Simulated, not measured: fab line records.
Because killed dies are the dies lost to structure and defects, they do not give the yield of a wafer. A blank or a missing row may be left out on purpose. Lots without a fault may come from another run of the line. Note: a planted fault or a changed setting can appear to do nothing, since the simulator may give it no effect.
A sampling plan put to the test :: flow gf180mcu :: 53 faults told of in these records, all on one fab line, each judged by the records of the lots it struck
Plan = the line's own looks (route steps where a gauge or an inspection reads the wafer without altering it). Where struck wafers have a number at a look and the file lists that look's usual mean and standard deviation on fault-free wafers, the look can be judged. Caught: at a look after the fault's first step, the mean of the struck wafers lies 4 or more of those standard deviations (sigma) from the usual mean. On the tool: the fault's steps, tested the same way using the tool's own readings. Also counted as caught: the struck wafers showing another recipe, or a record that is empty for them alone.

## THE FAULTS, as the simulator had put them in
1. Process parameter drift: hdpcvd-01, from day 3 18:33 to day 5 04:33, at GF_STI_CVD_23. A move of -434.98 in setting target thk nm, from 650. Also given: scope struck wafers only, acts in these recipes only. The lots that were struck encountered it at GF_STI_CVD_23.
2. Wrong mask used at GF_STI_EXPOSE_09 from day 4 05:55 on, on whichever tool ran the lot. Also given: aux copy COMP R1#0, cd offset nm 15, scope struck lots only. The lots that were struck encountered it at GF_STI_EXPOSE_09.
3. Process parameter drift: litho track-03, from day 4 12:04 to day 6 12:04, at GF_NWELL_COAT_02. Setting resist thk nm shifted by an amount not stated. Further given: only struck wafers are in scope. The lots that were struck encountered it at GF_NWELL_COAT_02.
4. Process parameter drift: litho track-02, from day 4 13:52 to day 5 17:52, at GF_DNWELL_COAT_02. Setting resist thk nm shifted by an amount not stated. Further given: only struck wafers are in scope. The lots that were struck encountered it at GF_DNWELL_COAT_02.
5. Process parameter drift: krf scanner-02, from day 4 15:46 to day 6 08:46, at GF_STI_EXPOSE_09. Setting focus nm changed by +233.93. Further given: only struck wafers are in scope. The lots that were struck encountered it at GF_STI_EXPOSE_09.
6. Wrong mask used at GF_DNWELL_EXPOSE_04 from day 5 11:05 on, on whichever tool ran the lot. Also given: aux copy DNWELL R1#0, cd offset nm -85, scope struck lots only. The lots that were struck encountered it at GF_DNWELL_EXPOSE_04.
7. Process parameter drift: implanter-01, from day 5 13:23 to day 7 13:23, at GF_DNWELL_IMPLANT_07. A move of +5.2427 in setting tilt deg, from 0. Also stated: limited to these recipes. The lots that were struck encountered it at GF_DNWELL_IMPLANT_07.
8. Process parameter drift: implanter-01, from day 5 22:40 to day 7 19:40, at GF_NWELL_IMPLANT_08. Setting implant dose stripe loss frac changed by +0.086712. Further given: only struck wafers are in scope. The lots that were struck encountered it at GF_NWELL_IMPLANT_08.
9. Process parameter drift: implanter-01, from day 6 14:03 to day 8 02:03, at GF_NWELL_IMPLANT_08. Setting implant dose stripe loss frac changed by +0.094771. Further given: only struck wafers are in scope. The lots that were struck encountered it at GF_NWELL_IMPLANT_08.
10. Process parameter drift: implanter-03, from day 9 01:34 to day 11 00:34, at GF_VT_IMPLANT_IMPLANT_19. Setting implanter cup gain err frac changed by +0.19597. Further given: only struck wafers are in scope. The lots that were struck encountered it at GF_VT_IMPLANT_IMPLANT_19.
11. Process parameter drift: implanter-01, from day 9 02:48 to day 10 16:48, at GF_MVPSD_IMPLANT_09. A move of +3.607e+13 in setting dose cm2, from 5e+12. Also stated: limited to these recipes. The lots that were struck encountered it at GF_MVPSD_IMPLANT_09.
12. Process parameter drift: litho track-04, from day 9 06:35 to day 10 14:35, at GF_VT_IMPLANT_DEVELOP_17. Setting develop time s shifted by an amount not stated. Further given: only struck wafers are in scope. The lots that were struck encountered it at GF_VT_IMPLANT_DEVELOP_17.
13. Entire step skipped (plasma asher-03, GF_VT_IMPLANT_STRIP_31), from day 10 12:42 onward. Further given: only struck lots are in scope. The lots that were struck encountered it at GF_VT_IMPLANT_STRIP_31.
14. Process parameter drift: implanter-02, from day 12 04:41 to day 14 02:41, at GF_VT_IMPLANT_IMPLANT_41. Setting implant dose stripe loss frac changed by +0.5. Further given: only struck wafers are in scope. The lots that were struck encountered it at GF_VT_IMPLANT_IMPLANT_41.
15. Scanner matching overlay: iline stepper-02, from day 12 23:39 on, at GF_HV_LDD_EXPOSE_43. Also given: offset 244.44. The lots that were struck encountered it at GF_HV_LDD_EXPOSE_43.
16. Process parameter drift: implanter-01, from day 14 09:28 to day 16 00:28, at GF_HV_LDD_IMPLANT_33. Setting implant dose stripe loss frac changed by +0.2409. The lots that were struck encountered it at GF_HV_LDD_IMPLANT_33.
17. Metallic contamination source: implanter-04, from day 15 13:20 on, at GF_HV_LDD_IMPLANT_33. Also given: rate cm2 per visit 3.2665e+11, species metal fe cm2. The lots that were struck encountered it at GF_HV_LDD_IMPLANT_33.
18. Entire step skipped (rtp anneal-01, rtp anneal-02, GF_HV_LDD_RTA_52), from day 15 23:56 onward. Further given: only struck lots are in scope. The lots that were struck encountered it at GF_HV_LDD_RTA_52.
19. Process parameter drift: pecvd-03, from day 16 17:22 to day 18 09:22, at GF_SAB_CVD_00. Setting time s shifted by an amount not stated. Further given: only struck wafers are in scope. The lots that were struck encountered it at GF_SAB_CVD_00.
20. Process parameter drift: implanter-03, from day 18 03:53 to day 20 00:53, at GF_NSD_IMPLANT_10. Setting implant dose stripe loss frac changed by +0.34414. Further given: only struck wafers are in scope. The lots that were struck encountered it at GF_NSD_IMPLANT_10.
21. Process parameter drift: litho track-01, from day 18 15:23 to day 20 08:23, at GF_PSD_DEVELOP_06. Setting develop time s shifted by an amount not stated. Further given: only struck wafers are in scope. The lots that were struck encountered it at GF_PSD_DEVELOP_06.
22. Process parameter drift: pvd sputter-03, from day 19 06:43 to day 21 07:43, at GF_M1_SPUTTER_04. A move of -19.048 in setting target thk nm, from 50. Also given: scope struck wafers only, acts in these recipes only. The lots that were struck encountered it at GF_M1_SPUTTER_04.
23. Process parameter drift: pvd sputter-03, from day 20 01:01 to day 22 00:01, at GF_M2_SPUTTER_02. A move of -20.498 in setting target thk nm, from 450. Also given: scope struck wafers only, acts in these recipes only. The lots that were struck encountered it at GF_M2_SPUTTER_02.
24. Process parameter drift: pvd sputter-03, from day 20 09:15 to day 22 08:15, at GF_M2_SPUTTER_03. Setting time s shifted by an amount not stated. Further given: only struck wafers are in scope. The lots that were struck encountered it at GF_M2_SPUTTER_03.
25. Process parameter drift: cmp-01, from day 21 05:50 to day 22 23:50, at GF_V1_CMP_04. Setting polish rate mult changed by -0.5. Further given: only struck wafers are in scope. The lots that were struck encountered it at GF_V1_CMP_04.
26. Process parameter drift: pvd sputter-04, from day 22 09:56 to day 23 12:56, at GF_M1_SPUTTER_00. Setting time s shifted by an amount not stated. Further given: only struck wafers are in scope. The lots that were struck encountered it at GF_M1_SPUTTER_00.
27. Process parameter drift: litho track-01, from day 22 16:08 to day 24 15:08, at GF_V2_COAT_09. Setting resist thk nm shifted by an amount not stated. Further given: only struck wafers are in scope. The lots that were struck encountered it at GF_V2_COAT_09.
28. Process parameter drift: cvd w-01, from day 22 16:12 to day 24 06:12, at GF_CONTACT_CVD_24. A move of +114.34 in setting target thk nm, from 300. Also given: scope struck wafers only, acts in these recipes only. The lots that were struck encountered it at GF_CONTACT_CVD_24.
29. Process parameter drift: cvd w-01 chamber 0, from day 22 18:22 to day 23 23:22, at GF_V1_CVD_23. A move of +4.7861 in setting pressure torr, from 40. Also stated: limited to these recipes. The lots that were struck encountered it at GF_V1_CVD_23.
30. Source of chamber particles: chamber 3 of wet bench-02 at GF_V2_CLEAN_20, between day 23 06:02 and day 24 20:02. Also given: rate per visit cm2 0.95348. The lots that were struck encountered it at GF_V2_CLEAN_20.
31. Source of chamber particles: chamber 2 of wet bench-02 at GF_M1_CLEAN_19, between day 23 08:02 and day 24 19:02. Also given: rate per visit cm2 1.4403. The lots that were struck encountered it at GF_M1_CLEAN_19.
32. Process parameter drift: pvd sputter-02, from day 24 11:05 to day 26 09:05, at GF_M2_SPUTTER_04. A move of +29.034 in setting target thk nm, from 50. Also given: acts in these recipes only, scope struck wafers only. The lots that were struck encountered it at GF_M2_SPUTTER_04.
33. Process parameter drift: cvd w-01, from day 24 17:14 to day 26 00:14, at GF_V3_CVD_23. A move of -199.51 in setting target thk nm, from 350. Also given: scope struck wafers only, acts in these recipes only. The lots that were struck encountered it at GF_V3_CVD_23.
34. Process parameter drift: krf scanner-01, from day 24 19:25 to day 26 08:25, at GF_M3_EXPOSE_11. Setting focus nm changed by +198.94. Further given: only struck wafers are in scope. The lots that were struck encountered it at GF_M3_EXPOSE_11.
35. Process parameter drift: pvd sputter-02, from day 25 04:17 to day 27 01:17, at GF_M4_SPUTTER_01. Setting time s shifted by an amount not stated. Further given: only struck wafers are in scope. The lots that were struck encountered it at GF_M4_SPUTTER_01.
36. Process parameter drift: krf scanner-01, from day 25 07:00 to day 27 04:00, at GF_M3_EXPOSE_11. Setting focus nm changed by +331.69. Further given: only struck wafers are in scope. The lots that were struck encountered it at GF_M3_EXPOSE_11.
37. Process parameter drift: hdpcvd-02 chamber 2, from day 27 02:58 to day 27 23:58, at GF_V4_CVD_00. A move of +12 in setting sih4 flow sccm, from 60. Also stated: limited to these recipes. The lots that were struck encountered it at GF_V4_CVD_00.
38. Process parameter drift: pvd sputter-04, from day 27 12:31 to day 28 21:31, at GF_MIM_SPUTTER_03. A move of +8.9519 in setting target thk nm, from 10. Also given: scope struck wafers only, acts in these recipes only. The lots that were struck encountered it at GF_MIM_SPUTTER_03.
39. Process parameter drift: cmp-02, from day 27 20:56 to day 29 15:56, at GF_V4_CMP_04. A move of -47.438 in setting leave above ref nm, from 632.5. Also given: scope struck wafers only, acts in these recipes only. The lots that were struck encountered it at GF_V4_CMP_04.
40. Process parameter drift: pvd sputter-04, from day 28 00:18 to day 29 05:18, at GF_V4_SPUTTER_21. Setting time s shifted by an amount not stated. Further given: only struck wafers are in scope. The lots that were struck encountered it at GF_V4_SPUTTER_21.
41. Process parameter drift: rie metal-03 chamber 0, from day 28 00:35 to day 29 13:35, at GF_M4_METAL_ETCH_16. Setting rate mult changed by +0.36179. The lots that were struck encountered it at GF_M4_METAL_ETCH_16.
42. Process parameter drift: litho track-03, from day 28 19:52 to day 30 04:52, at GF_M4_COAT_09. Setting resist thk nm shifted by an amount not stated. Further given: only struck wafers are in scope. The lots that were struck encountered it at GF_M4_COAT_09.
43. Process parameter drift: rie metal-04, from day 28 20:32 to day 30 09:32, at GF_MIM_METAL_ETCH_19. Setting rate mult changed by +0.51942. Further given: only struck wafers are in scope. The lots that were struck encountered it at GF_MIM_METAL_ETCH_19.
44. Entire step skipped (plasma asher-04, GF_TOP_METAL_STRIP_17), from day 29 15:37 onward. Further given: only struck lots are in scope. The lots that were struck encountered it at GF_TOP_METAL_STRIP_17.
45. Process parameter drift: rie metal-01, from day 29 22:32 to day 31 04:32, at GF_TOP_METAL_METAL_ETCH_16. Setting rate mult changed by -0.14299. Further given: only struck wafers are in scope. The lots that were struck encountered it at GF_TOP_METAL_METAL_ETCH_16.
46. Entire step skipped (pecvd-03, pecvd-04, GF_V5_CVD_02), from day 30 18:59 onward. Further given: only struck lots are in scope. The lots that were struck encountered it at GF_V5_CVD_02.
47. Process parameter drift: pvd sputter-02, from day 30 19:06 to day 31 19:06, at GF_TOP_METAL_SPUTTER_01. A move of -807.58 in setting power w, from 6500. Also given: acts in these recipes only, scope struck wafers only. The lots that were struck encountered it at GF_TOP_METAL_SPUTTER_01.
48. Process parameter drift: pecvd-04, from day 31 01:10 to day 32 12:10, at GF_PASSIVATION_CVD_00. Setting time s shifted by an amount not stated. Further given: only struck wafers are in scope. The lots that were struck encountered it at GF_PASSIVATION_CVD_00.
49. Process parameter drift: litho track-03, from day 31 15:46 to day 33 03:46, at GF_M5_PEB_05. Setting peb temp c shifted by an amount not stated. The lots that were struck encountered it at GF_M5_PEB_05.
50. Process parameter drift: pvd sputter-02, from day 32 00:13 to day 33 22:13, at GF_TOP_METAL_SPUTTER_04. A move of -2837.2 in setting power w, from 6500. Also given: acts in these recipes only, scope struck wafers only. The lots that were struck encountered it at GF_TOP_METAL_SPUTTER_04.
51. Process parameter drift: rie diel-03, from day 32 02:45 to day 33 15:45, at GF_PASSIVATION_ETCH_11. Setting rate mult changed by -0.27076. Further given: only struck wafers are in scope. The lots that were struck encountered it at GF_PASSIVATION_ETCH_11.
52. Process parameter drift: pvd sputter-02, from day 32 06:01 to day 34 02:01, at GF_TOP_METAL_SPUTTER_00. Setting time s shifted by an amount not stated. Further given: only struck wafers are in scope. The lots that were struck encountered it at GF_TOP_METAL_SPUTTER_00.
53. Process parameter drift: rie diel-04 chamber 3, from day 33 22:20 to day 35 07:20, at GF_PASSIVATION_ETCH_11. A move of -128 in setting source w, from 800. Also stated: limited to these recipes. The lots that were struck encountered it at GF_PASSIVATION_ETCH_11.

## WHAT THE PLAN SAW
fault: 1
on the tool itself: no reading that can be judged
first look that catches it: GF_STI_THK_MEAS_24
reading, sigma: STI_CVD_23_THK -50
median hours from its first step to that look: 0.1
hours from the fault's start to the first struck lot there: 17
judged looks passed uncaught: 0

fault: 2
on the tool itself: under 2 sigma
first look that catches it: GF_STI_CD_MEAS_12
reading, sigma: cd nm +16
median hours from its first step to that look: 6.6
hours from the fault's start to the first struck lot there: 9
judged looks passed uncaught: 0

fault: 3
on the tool itself: no reading that can be judged
first look that catches it: none of the 2 looks that can be judged after it
reading, sigma: -
median hours from its first step to that look: -
hours from the fault's start to the first struck lot there: -
judged looks passed uncaught: 2

fault: 4
on the tool itself: under 2 sigma
first look that catches it: GF_NWELL_TW_MEAS_11
reading, sigma: NWELL_TW +28
median hours from its first step to that look: 22.2
hours from the fault's start to the first struck lot there: 46
judged looks passed uncaught: 0

fault: 5
on the tool itself: no reading that can be judged
first look that catches it: GF_STI_CD_MEAS_12
reading, sigma: cd nm -19
median hours from its first step to that look: 6.7
hours from the fault's start to the first struck lot there: 10
judged looks passed uncaught: 0

fault: 6
on the tool itself: no reading that can be judged
first look that catches it: no look after it can be judged
reading, sigma: -
median hours from its first step to that look: -
hours from the fault's start to the first struck lot there: -
judged looks passed uncaught: 0

fault: 7
on the tool itself: tilt deg +99 or beyond sigma
first look that catches it: GF_DNWELL_TW_MEAS_09
reading, sigma: DNWELL_TW +8.9
median hours from its first step to that look: 0.2
hours from the fault's start to the first struck lot there: 3
judged looks passed uncaught: 0

fault: 8
on the tool itself: no reading that can be judged
first look that catches it: GF_VT_IMPLANT_RS_MEAS_47
reading, sigma: NWELL_RS +11
median hours from its first step to that look: 116.1
hours from the fault's start to the first struck lot there: 120
judged looks passed uncaught: 0

fault: 9
on the tool itself: under 2 sigma
first look that catches it: GF_VT_IMPLANT_RS_MEAS_47
reading, sigma: NWELL_RS +13
median hours from its first step to that look: 124.9
hours from the fault's start to the first struck lot there: 138
judged looks passed uncaught: 2

fault: 10
on the tool itself: faraday current uA +9.2 sigma
first look that catches it: none of the 3 looks that can be judged after it
reading, sigma: strongest: VT_IMPLANT_2_TW at GF_VT_IMPLANT_TW_MEAS_21, -3.8
median hours from its first step to that look: -
hours from the fault's start to the first struck lot there: -
judged looks passed uncaught: 3

fault: 11
on the tool itself: dose ions cm2 +99 or beyond sigma
first look that catches it: GF_MVPSD_TW_MEAS_11
reading, sigma: MVPSD_TW +30
median hours from its first step to that look: 0.2
hours from the fault's start to the first struck lot there: 4
judged looks passed uncaught: 0

fault: 12
on the tool itself: under 2 sigma
first look that catches it: GF_VT_IMPLANT_TW_MEAS_21
reading, sigma: VT_IMPLANT_2_TW -79
median hours from its first step to that look: 0.4
hours from the fault's start to the first struck lot there: 27
judged looks passed uncaught: 0

fault: 13
on the tool itself: the tool's record is blank for the struck wafers
first look that catches it: GF_VT_IMPLANT_TW_MEAS_43
reading, sigma: VT_IMPLANT_4_TW -88
median hours from its first step to that look: 18.9
hours from the fault's start to the first struck lot there: 20
judged looks passed uncaught: 1

fault: 14
on the tool itself: under 2 sigma
first look that catches it: GF_VT_IMPLANT_TW_MEAS_43
reading, sigma: VT_IMPLANT_4_TW -11
median hours from its first step to that look: 0.2
hours from the fault's start to the first struck lot there: 8
judged looks passed uncaught: 0

fault: 15
on the tool itself: under 2 sigma
first look that catches it: GF_HV_LDD_OVL_MEAS_47
reading, sigma: HV_LDD_03_OVL +99 or beyond
median hours from its first step to that look: 10.7
hours from the fault's start to the first struck lot there: 19
judged looks passed uncaught: 0

fault: 16
on the tool itself: under 2 sigma
first look that catches it: none of the 2 looks that can be judged after it
reading, sigma: strongest: HV_LDD_RS at GF_HV_LDD_RS_MEAS_53, +3.7
median hours from its first step to that look: -
hours from the fault's start to the first struck lot there: -
judged looks passed uncaught: 2

fault: 17
on the tool itself: no reading that can be judged
first look that catches it: none of the 7 looks that can be judged after it
reading, sigma: -
median hours from its first step to that look: -
hours from the fault's start to the first struck lot there: -
judged looks passed uncaught: 7

fault: 18
on the tool itself: the tool's record is blank for the struck wafers
first look that catches it: no look after it can be judged
reading, sigma: -
median hours from its first step to that look: -
hours from the fault's start to the first struck lot there: -
judged looks passed uncaught: 0

fault: 19
on the tool itself: under 2 sigma
first look that catches it: GF_SAB_THK_MEAS_01
reading, sigma: SAB_CVD_00_THK -14
median hours from its first step to that look: 0.0
hours from the fault's start to the first struck lot there: 17
judged looks passed uncaught: 0

fault: 20
on the tool itself: no reading that can be judged
first look that catches it: none of the 9 looks that can be judged after it
reading, sigma: -
median hours from its first step to that look: -
hours from the fault's start to the first struck lot there: -
judged looks passed uncaught: 9

fault: 21
on the tool itself: under 2 sigma
first look that catches it: GF_PSD_CD_MEAS_07
reading, sigma: cd nm +11
median hours from its first step to that look: 0.1
hours from the fault's start to the first struck lot there: 9
judged looks passed uncaught: 0

fault: 22
on the tool itself: under 2 sigma
first look that catches it: not the one look that can be judged after it
reading, sigma: strongest: M1_ALCU_THK at GF_M1_THK_MEAS_06, +3.8
median hours from its first step to that look: -
hours from the fault's start to the first struck lot there: -
judged looks passed uncaught: 1

fault: 23
on the tool itself: under 2 sigma
first look that catches it: none of the 3 looks that can be judged after it
reading, sigma: strongest: M2_ALCU_RS at GF_M2_RS_MEAS_05, +3.5
median hours from its first step to that look: -
hours from the fault's start to the first struck lot there: -
judged looks passed uncaught: 3

fault: 24
on the tool itself: under 2 sigma
first look that catches it: no look after it can be judged
reading, sigma: -
median hours from its first step to that look: -
hours from the fault's start to the first struck lot there: -
judged looks passed uncaught: 0

fault: 25
on the tool itself: only faintly: head pressure psi -2.4 sigma
first look that catches it: none of the 2 looks that can be judged after it
reading, sigma: -
median hours from its first step to that look: -
hours from the fault's start to the first struck lot there: -
judged looks passed uncaught: 2

fault: 26
on the tool itself: under 2 sigma
first look that catches it: no look after it can be judged
reading, sigma: -
median hours from its first step to that look: -
hours from the fault's start to the first struck lot there: -
judged looks passed uncaught: 0

fault: 27
on the tool itself: no reading that can be judged
first look that catches it: GF_V2_CD_MEAS_14
reading, sigma: cd nm +4.4
median hours from its first step to that look: 11.8
hours from the fault's start to the first struck lot there: 21
judged looks passed uncaught: 0

fault: 28
on the tool itself: under 2 sigma
first look that catches it: GF_CONTACT_RS_MEAS_25
reading, sigma: CONTACT_W_RS -24
median hours from its first step to that look: 0.1
hours from the fault's start to the first struck lot there: 3
judged looks passed uncaught: 0

fault: 29
on the tool itself: chamber pressure Torr +57 sigma
first look that catches it: GF_V1_RS_MEAS_24
reading, sigma: V1_W_RS -4.4
median hours from its first step to that look: 0.1
hours from the fault's start to the first struck lot there: 6
judged looks passed uncaught: 0

fault: 30
on the tool itself: no reading that can be judged
first look that catches it: none of the 2 looks that can be judged after it
reading, sigma: -
median hours from its first step to that look: -
hours from the fault's start to the first struck lot there: -
judged looks passed uncaught: 2

fault: 31
on the tool itself: no reading that can be judged
first look that catches it: not the one look that can be judged after it
reading, sigma: -
median hours from its first step to that look: -
hours from the fault's start to the first struck lot there: -
judged looks passed uncaught: 1

fault: 32
on the tool itself: under 2 sigma
first look that catches it: none of the 3 looks that can be judged after it
reading, sigma: strongest: M2_ALCU_THK at GF_M2_THK_MEAS_06, -3.4
median hours from its first step to that look: -
hours from the fault's start to the first struck lot there: -
judged looks passed uncaught: 3

fault: 33
on the tool itself: under 2 sigma
first look that catches it: GF_V3_RS_MEAS_24
reading, sigma: V3_W_RS +99 or beyond
median hours from its first step to that look: 0.1
hours from the fault's start to the first struck lot there: 23
judged looks passed uncaught: 0

fault: 34
on the tool itself: under 2 sigma
first look that catches it: GF_M3_CD_MEAS_14
reading, sigma: cd nm -10
median hours from its first step to that look: 10.5
hours from the fault's start to the first struck lot there: 16
judged looks passed uncaught: 0

fault: 35
on the tool itself: under 2 sigma
first look that catches it: no look after it can be judged
reading, sigma: -
median hours from its first step to that look: -
hours from the fault's start to the first struck lot there: -
judged looks passed uncaught: 0

fault: 36
on the tool itself: under 2 sigma
first look that catches it: GF_M3_CD_MEAS_14
reading, sigma: cd nm -27
median hours from its first step to that look: 10.1
hours from the fault's start to the first struck lot there: 41
judged looks passed uncaught: 0

fault: 37
on the tool itself: sih4 flow sccm +71 sigma
first look that catches it: GF_V4_THK_MEAS_01
reading, sigma: V4_CVD_00_THK +17
median hours from its first step to that look: 0.1
hours from the fault's start to the first struck lot there: 5
judged looks passed uncaught: 0

fault: 38
on the tool itself: under 2 sigma
first look that catches it: none of the 5 looks that can be judged after it
reading, sigma: -
median hours from its first step to that look: -
hours from the fault's start to the first struck lot there: -
judged looks passed uncaught: 5

fault: 39
on the tool itself: only faintly: time to endpoint s +3.5 sigma
first look that catches it: not the one look that can be judged after it
reading, sigma: -
median hours from its first step to that look: -
hours from the fault's start to the first struck lot there: -
judged looks passed uncaught: 1

fault: 40
on the tool itself: under 2 sigma
first look that catches it: no look after it can be judged
reading, sigma: -
median hours from its first step to that look: -
hours from the fault's start to the first struck lot there: -
judged looks passed uncaught: 0

fault: 41
on the tool itself: under 2 sigma
first look that catches it: not the one look that can be judged after it
reading, sigma: strongest: V4_CVD_02_THK at GF_V4_THK_MEAS_03, -2.3
median hours from its first step to that look: -
hours from the fault's start to the first struck lot there: -
judged looks passed uncaught: 1

fault: 42
on the tool itself: under 2 sigma
first look that catches it: none of the 2 looks that can be judged after it
reading, sigma: strongest: cd nm at GF_M4_CD_MEAS_14, -3.5
median hours from its first step to that look: -
hours from the fault's start to the first struck lot there: -
judged looks passed uncaught: 2

fault: 43
on the tool itself: under 2 sigma
first look that catches it: no look after it can be judged
reading, sigma: -
median hours from its first step to that look: -
hours from the fault's start to the first struck lot there: -
judged looks passed uncaught: 0

fault: 44
on the tool itself: no reading that can be judged
first look that catches it: no look after it can be judged
reading, sigma: -
median hours from its first step to that look: -
hours from the fault's start to the first struck lot there: -
judged looks passed uncaught: 0

fault: 45
on the tool itself: oes product au -6.9 sigma
first look that catches it: no look after it can be judged
reading, sigma: -
median hours from its first step to that look: -
hours from the fault's start to the first struck lot there: -
judged looks passed uncaught: 0

fault: 46
on the tool itself: the tool's record is blank for the struck wafers
first look that catches it: not the one look that can be judged after it
reading, sigma: strongest: V5_BOW at GF_V5_BOW_MEAS_05, -3.6
median hours from its first step to that look: -
hours from the fault's start to the first struck lot there: -
judged looks passed uncaught: 1

fault: 47
on the tool itself: cathode dc power W -99 or beyond sigma
first look that catches it: no look after it can be judged
reading, sigma: -
median hours from its first step to that look: -
hours from the fault's start to the first struck lot there: -
judged looks passed uncaught: 0

fault: 48
on the tool itself: run length s -29 sigma
first look that catches it: GF_PASSIVATION_THK_MEAS_01
reading, sigma: PASSIVATION_CVD_00_THK -8.7
median hours from its first step to that look: 0.1
hours from the fault's start to the first struck lot there: 3
judged looks passed uncaught: 0

fault: 49
on the tool itself: heater power total W +34 sigma
first look that catches it: GF_M5_CD_MEAS_07
reading, sigma: cd nm -6.7
median hours from its first step to that look: 0.3
hours from the fault's start to the first struck lot there: 1
judged looks passed uncaught: 0

fault: 50
on the tool itself: cathode dc power W -99 or beyond sigma
first look that catches it: none of the 4 looks that can be judged after it
reading, sigma: -
median hours from its first step to that look: -
hours from the fault's start to the first struck lot there: -
judged looks passed uncaught: 4

fault: 51
on the tool itself: oes product au -17 sigma
first look that catches it: not the one look that can be judged after it
reading, sigma: -
median hours from its first step to that look: -
hours from the fault's start to the first struck lot there: -
judged looks passed uncaught: 1

fault: 52
on the tool itself: under 2 sigma
first look that catches it: no look after it can be judged
reading, sigma: -
median hours from its first step to that look: -
hours from the fault's start to the first struck lot there: -
judged looks passed uncaught: 0

fault: 53
on the tool itself: rf fwd power W -54 sigma
first look that catches it: no look after it can be judged
reading, sigma: -
median hours from its first step to that look: -
hours from the fault's start to the first struck lot there: -
judged looks passed uncaught: 0
A dash: the fault is not caught, or the number is missing from these records.

Caught at a look: 23 of 53. Caught on the tool: 15 of 53. By one or the other: 31 of 53.
Faults 10, 18, 45, 46, 47, 50, 51, 53 were caught on the tool alone.
Caught at a look alone: faults 1, 2, 4, 5, 8, 9, 12, 14, 15, 19, 21, 27, 28, 33, 34, 36.
Caught by neither: faults 3, 6, 16, 17, 20, 22, 23, 24, 25, 26, 30, 31, 32, 35, 38, 39, 40, 41, 42, 43, 44, 52.

## THINNER SAMPLING
Were the look that catches a fault to measure just every second or every third lot (counted by lot number), the first struck lot would, at worst, be measured this late:
fault: 1
struck lots at that look, in order of time: L931, L932
every lot: 17 h
every second lot: 23 h
every third lot: may miss all 2

fault: 2
struck lots at that look, in order of time: L819
every lot: 9 h
every second lot: may miss it
every third lot: may miss it

fault: 4
struck lots at that look, in order of time: L556
every lot: 46 h
every second lot: may miss it
every third lot: may miss it

fault: 5
struck lots at that look, in order of time: L501, L502, L504
every lot: 10 h
every second lot: 16 h
every third lot: may miss all 3

fault: 7
struck lots at that look, in order of time: L647, L653
every lot: 3 h
every second lot: may miss all 2
every third lot: may miss all 2

fault: 8
struck lots at that look, in order of time: L339, L340
every lot: 120 h
every second lot: 127 h
every third lot: may miss all 2

fault: 9
struck lots at that look, in order of time: L782, L785
every lot: 138 h
every second lot: 157 h
every third lot: may miss all 2

fault: 11
struck lots at that look, in order of time: L435, L437
every lot: 4 h
every second lot: may miss all 2
every third lot: may miss all 2

fault: 12
struck lots at that look, in order of time: L578
every lot: 27 h
every second lot: may miss it
every third lot: may miss it

fault: 13
struck lots at that look, in order of time: L404, L405
every lot: 20 h
every second lot: 35 h
every third lot: may miss all 2

fault: 14
struck lots at that look, in order of time: L759, L760
every lot: 8 h
every second lot: 16 h
every third lot: may miss all 2

fault: 15
struck lots at that look, in order of time: L831, L835, L836, L838
every lot: 19 h
every second lot: 58 h
every third lot: 58 h

fault: 19
struck lots at that look, in order of time: L676, L677, L678
every lot: 17 h
every second lot: 27 h
every third lot: 38 h

fault: 21
struck lots at that look, in order of time: L647, L648, L649
every lot: 9 h
every second lot: 31 h
every third lot: 35 h

fault: 27
struck lots at that look, in order of time: L584, L586, L587
every lot: 21 h
every second lot: 44 h
every third lot: may miss all 3

fault: 28
struck lots at that look, in order of time: L444, L448
every lot: 3 h
every second lot: may miss all 2
every third lot: may miss all 2

fault: 29
struck lots at that look, in order of time: L908, L909
every lot: 6 h
every second lot: 11 h
every third lot: may miss all 2

fault: 33
struck lots at that look, in order of time: L136
every lot: 23 h
every second lot: may miss it
every third lot: may miss it

fault: 34
struck lots at that look, in order of time: L220, L222
every lot: 16 h
every second lot: may miss all 2
every third lot: may miss all 2

fault: 36
struck lots at that look, in order of time: L606
every lot: 41 h
every second lot: may miss it
every third lot: may miss it

fault: 37
struck lots at that look, in order of time: L564, L567
every lot: 5 h
every second lot: 20 h
every third lot: may miss all 2

fault: 48
struck lots at that look, in order of time: L771, L774
every lot: 3 h
every second lot: 21 h
every third lot: may miss all 2

fault: 49
struck lots at that look, in order of time: L547, L549
every lot: 1 h
every second lot: may miss all 2
every third lot: may miss all 2
The hour figures run from when the fault began to the first measured lot among those it struck. The limit of 4 sigma was tested on all struck wafers together, so one lot alone may lie under it. Other struck lots may not be in these records.

## THE LONGEST TIMED WAY FROM STEP TO LOOK
In fault 9, a median of 124.9 hours elapses between GF_NWELL_IMPLANT_08 and GF_VT_IMPLANT_RS_MEAS_47. The looks between them that can be judged stayed within 4 sigma: GF_NWELL_TW_MEAS_11, GF_LVPWELL_OVL_MEAS_07.
